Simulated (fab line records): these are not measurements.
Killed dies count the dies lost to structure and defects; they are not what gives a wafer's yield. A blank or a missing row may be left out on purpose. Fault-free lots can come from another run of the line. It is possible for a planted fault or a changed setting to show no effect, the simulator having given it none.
The tool behind it: which one? / flow sky130 / 36 wafers from 12 lots sampled at 5 of the route's 708 steps

## WHAT EACH GAUGE READ, for each wafer
SKY_VT_ADJUST_PCH_OVL_MEAS_07. Usual: for VT_ADJUST_PCH_OVL the level is -0.2 nm and the standard deviation is 1.5.
lot=L130; measured=day 10 15:40; on=overlay-02; VT_ADJUST_PCH_OVL (nm)=0.7 -0.7 0.0; flag=
lot=L131; measured=day 11 02:03; on=overlay-02; VT_ADJUST_PCH_OVL (nm)=0.5 0.4 -0.5; flag=
lot=L132; measured=day 11 12:12; on=overlay-01; VT_ADJUST_PCH_OVL (nm)=2.1 0.8 0.5; flag=
lot=L133; measured=day 11 19:02; on=overlay-01; VT_ADJUST_PCH_OVL (nm)=-0.6 -0.9 -1.5; flag=
lot=L134; measured=day 11 22:03; on=overlay-01; VT_ADJUST_PCH_OVL (nm)=-0.9 0.5 0.3; flag=
lot=L142; measured=day 14 12:22; on=overlay-02; VT_ADJUST_PCH_OVL (nm)=3.1 2.3 2.7; flag=
lot=L148; measured=day 16 01:58; on=overlay-01; VT_ADJUST_PCH_OVL (nm)=-0.3 -0.4 -2.2; flag=
lot=L149; measured=day 16 11:07; on=overlay-02; VT_ADJUST_PCH_OVL (nm)=0.5 0.0 -1.0; flag=
lot=L150; measured=day 16 21:47; on=overlay-02; VT_ADJUST_PCH_OVL (nm)=-2.3 1.1 -0.8; flag=
lot=L151; measured=day 17 05:09; on=overlay-02; VT_ADJUST_PCH_OVL (nm)=1.0 -0.8 0.5; flag=
lot=L152; measured=day 17 09:42; on=overlay-02; VT_ADJUST_PCH_OVL (nm)=-1.7 -1.0 -2.0; flag=
lot=L153; measured=day 17 19:13; on=overlay-01; VT_ADJUST_PCH_OVL (nm)=-3.3 -3.3 -2.7; flag=

SKY_SONOS_ONO_THK_MEAS_01. Usual: for SONOS_ONO_OXIDATION_THK the level is 2.59 nm and the standard deviation is 0.056.
lot=L130; measured=day 11 18:03; on=filmMetro-03; SONOS_ONO_OXIDATION_THK (nm)=2.57 2.59 2.52; flag=
lot=L131; measured=day 12 04:56; on=filmMetro-01; SONOS_ONO_OXIDATION_THK (nm)=2.59 2.67 2.65; flag=
lot=L132; measured=day 12 15:04; on=filmMetro-03; SONOS_ONO_OXIDATION_THK (nm)=2.74 2.67 2.69; flag=
lot=L133; measured=day 12 23:11; on=filmMetro-01; SONOS_ONO_OXIDATION_THK (nm)=2.54 2.61 2.60; flag=
lot=L134; measured=day 13 02:02; on=filmMetro-03; SONOS_ONO_OXIDATION_THK (nm)=2.60 2.53 2.59; flag=
lot=L142; measured=day 15 17:04; on=filmMetro-02; SONOS_ONO_OXIDATION_THK (nm)=2.49 2.54 2.59; flag=
lot=L148; measured=day 17 09:17; on=filmMetro-01; SONOS_ONO_OXIDATION_THK (nm)=2.60 2.66 2.58; flag=
lot=L149; measured=day 17 19:44; on=filmMetro-02; SONOS_ONO_OXIDATION_THK (nm)=2.63 2.64 2.63; flag=
lot=L150; measured=day 18 05:44; on=filmMetro-02; SONOS_ONO_OXIDATION_THK (nm)=2.64 2.68 2.61; flag=
lot=L151; measured=day 18 15:05; on=filmMetro-02; SONOS_ONO_OXIDATION_THK (nm)=2.51 2.56 2.55; flag=
lot=L152; measured=day 18 18:59; on=filmMetro-02; SONOS_ONO_OXIDATION_THK (nm)=2.65 2.60 2.66; flag=
lot=L153; measured=day 19 03:08; on=filmMetro-03; SONOS_ONO_OXIDATION_THK (nm)=2.60 2.62 2.48; flag=

SKY_GATE_OXIDE_TW_MEAS_14. Usual: for GATE_OXIDE_TW the level is 225.3 and the standard deviation is 1.8.
lot=L130; measured=day 14 03:44; on=filmMetro-01; GATE_OXIDE_TW=227.5 226.4 227.6; flag=
lot=L131; measured=day 14 15:17; on=filmMetro-01; GATE_OXIDE_TW=227.5 227.9 226.7; flag=
lot=L132; measured=day 14 23:14; on=filmMetro-03; GATE_OXIDE_TW=222.8 221.3 223.3; flag=
lot=L133; measured=day 15 08:20; on=filmMetro-04; GATE_OXIDE_TW=225.2 224.5 225.5; flag=
lot=L134; measured=day 15 11:00; on=filmMetro-01; GATE_OXIDE_TW=226.9 226.2 226.3; flag=
lot=L142; measured=day 18 08:34; on=filmMetro-03; GATE_OXIDE_TW=223.7 231.6 223.0; flag=
lot=L148; measured=day 20 05:05; on=filmMetro-03; GATE_OXIDE_TW=222.9 223.2 223.4; flag=
lot=L149; measured=day 20 16:14; on=filmMetro-04; GATE_OXIDE_TW=225.5 225.4 226.8; flag=
lot=L150; measured=day 21 00:17; on=filmMetro-01; GATE_OXIDE_TW=227.8 226.8 226.8; flag=
lot=L151; measured=day 21 09:58; on=filmMetro-04; GATE_OXIDE_TW=225.6 224.9 224.6; flag=
lot=L152; measured=day 21 15:32; on=filmMetro-04; GATE_OXIDE_TW=224.5 224.1 224.5; flag=
lot=L153; measured=day 22 00:47; on=filmMetro-01; GATE_OXIDE_TW=228.2 227.4 226.5; flag=

## WHICH TOOL RAN EACH LOT (tool, then ch and the chambers of the sampled wafers, then the start)
lot=L130; SKY_VT_ADJUST_HVTR_STRIP_10=plasmaAsher-02 ch 0,1, day 9 16:25; SKY_GATE_OXIDE_IMPLANT_11=implanter-01 ch 0, day 14 03:24
lot=L131; SKY_VT_ADJUST_HVTR_STRIP_10=plasmaAsher-01 ch 0,1, day 10 03:28; SKY_GATE_OXIDE_IMPLANT_11=implanter-02 ch 0, day 14 14:56
lot=L132; SKY_VT_ADJUST_HVTR_STRIP_10=plasmaAsher-03 ch 0,1, day 10 13:18; SKY_GATE_OXIDE_IMPLANT_11=implanter-01 ch 0, day 14 22:53
lot=L133; SKY_VT_ADJUST_HVTR_STRIP_10=plasmaAsher-01 ch 0,1, day 10 19:34; SKY_GATE_OXIDE_IMPLANT_11=implanter-02 ch 0, day 15 07:59
lot=L134; SKY_VT_ADJUST_HVTR_STRIP_10=plasmaAsher-03 ch 0,1, day 10 22:30; SKY_GATE_OXIDE_IMPLANT_11=implanter-01 ch 0, day 15 10:39
lot=L142; SKY_VT_ADJUST_HVTR_STRIP_10=plasmaAsher-02 ch 0,1, day 13 10:53; SKY_GATE_OXIDE_IMPLANT_11=implanter-01 ch 0, day 18 08:14
lot=L148; SKY_VT_ADJUST_HVTR_STRIP_10=plasmaAsher-02 ch 0,1, day 14 22:52; SKY_GATE_OXIDE_IMPLANT_11=implanter-02 ch 0, day 20 04:45
lot=L149; SKY_VT_ADJUST_HVTR_STRIP_10=plasmaAsher-01 ch 0,1, day 15 07:30; SKY_GATE_OXIDE_IMPLANT_11=implanter-04 ch 0, day 20 15:55
lot=L150; SKY_VT_ADJUST_HVTR_STRIP_10=plasmaAsher-01 ch 0,1, day 15 16:52; SKY_GATE_OXIDE_IMPLANT_11=implanter-04 ch 0, day 20 23:56
lot=L151; SKY_VT_ADJUST_HVTR_STRIP_10=plasmaAsher-03 ch 1, day 16 00:39; SKY_GATE_OXIDE_IMPLANT_11=implanter-02 ch 0, day 21 09:37
lot=L152; SKY_VT_ADJUST_HVTR_STRIP_10=plasmaAsher-02 ch 0,1, day 16 05:45; SKY_GATE_OXIDE_IMPLANT_11=implanter-02 ch 0, day 21 15:11
lot=L153; SKY_VT_ADJUST_HVTR_STRIP_10=plasmaAsher-01 ch 0,1, day 16 13:48; SKY_GATE_OXIDE_IMPLANT_11=implanter-04 ch 0, day 22 00:20
- SKY_VT_ADJUST_HVTR_STRIP_10: strips in O2/N2.
- SKY_GATE_OXIDE_IMPLANT_11

## WHAT THE TOOLS THEMSELVES READ (means of the sampled wafers that have a number; where no wafer has one, the mark that the record gives instead)
SKY_VT_ADJUST_HVTR_STRIP_10. Usual: drypumpMotorCurrentA 5.9 A, standard deviation 0.45; oesProductAu 0.716 a.u., standard deviation 0.0044; stripTimeToEndpointS 14.19 s, standard deviation 0.041.
lot=L130; tool=plasmaAsher-02; drypumpMotorCurrentA (A)=6.3; oesProductAu (a.u.)=0.716; stripTimeToEndpointS (s)=14.17; flag=
lot=L131; tool=plasmaAsher-01; drypumpMotorCurrentA (A)=5.5; oesProductAu (a.u.)=0.716; stripTimeToEndpointS (s)=14.14; flag=
lot=L132; tool=plasmaAsher-03; drypumpMotorCurrentA (A)=5.4; oesProductAu (a.u.)=0.715; stripTimeToEndpointS (s)=14.18; flag=
lot=L133; tool=plasmaAsher-01; drypumpMotorCurrentA (A)=5.5; oesProductAu (a.u.)=0.720; stripTimeToEndpointS (s)=14.18; flag=
lot=L134; tool=plasmaAsher-03; drypumpMotorCurrentA (A)=5.6; oesProductAu (a.u.)=0.717; stripTimeToEndpointS (s)=14.20; flag=
lot=L142; tool=plasmaAsher-02; drypumpMotorCurrentA (A)=6.3; oesProductAu (a.u.)=0.717; stripTimeToEndpointS (s)=14.16; flag=
lot=L148; tool=plasmaAsher-02; drypumpMotorCurrentA (A)=6.4; oesProductAu (a.u.)=0.715; stripTimeToEndpointS (s)=14.18; flag=
lot=L149; tool=plasmaAsher-01; drypumpMotorCurrentA (A)=5.5; oesProductAu (a.u.)=0.713; stripTimeToEndpointS (s)=14.23; flag=
lot=L150; tool=plasmaAsher-01; drypumpMotorCurrentA (A)=5.4; oesProductAu (a.u.)=0.711; stripTimeToEndpointS (s)=14.20; flag=
lot=L151; tool=plasmaAsher-03; drypumpMotorCurrentA (A)=5.7; oesProductAu (a.u.)=0.715; stripTimeToEndpointS (s)=14.16; flag=
lot=L152; tool=plasmaAsher-02; drypumpMotorCurrentA (A)=6.3; oesProductAu (a.u.)=0.716; stripTimeToEndpointS (s)=14.19; flag=
lot=L153; tool=plasmaAsher-01; drypumpMotorCurrentA (A)=5.5; oesProductAu (a.u.)=0.717; stripTimeToEndpointS (s)=14.07; flag=

SKY_GATE_OXIDE_IMPLANT_11. Usual: beamOnS 9.99 s, standard deviation 0.2; faradayCurrentUA 14.68, standard deviation 0.28.
lot=L130; tool=implanter-01; beamOnS (s)=10.00; faradayCurrentUA=14.71; flag=
lot=L131; tool=implanter-02; beamOnS (s)=9.99; faradayCurrentUA=14.65; flag=
lot=L132; tool=implanter-01; beamOnS (s)=9.87; faradayCurrentUA=14.83; flag=
lot=L133; tool=implanter-02; beamOnS (s)=10.21; faradayCurrentUA=14.37; flag=
lot=L134; tool=implanter-01; beamOnS (s)=10.01; faradayCurrentUA=14.64; flag=
lot=L142; tool=implanter-01; beamOnS (s)=10.47; faradayCurrentUA=14.06; flag=
lot=L148; tool=implanter-02; beamOnS (s)=9.96; faradayCurrentUA=14.73; flag=
lot=L149; tool=implanter-04; beamOnS (s)=10.13; faradayCurrentUA=14.45; flag=
lot=L150; tool=implanter-04; beamOnS (s)=10.00; faradayCurrentUA=14.69; flag=
lot=L151; tool=implanter-02; beamOnS (s)=10.10; faradayCurrentUA=14.55; flag=
lot=L152; tool=implanter-02; beamOnS (s)=10.00; faradayCurrentUA=14.63; flag=
lot=L153; tool=implanter-04; beamOnS (s)=10.12; faradayCurrentUA=14.47; flag=

## THE ANSWER, worked out from the rows above alone
Rule: take the mean of a lot's wafers that have a number; if it is more than 3 standard deviations from the usual mean, the lot is off. Also off: a lot with no number at a reading for which 4 or more lots have one. Any other lot the step has rows for is counted as sound. The gauges are gone through in route order, then the tools' own readings, and for those a lot's mean is taken as printed above. The first step at which some lot is off is used, and at that step the reading that is off furthest; a lot without a number counts as furthest.
No lot is off on any of the readings shown, so nothing can be concluded from this.

## WHAT HAD BEEN PUT IN BY THE SIMULATOR
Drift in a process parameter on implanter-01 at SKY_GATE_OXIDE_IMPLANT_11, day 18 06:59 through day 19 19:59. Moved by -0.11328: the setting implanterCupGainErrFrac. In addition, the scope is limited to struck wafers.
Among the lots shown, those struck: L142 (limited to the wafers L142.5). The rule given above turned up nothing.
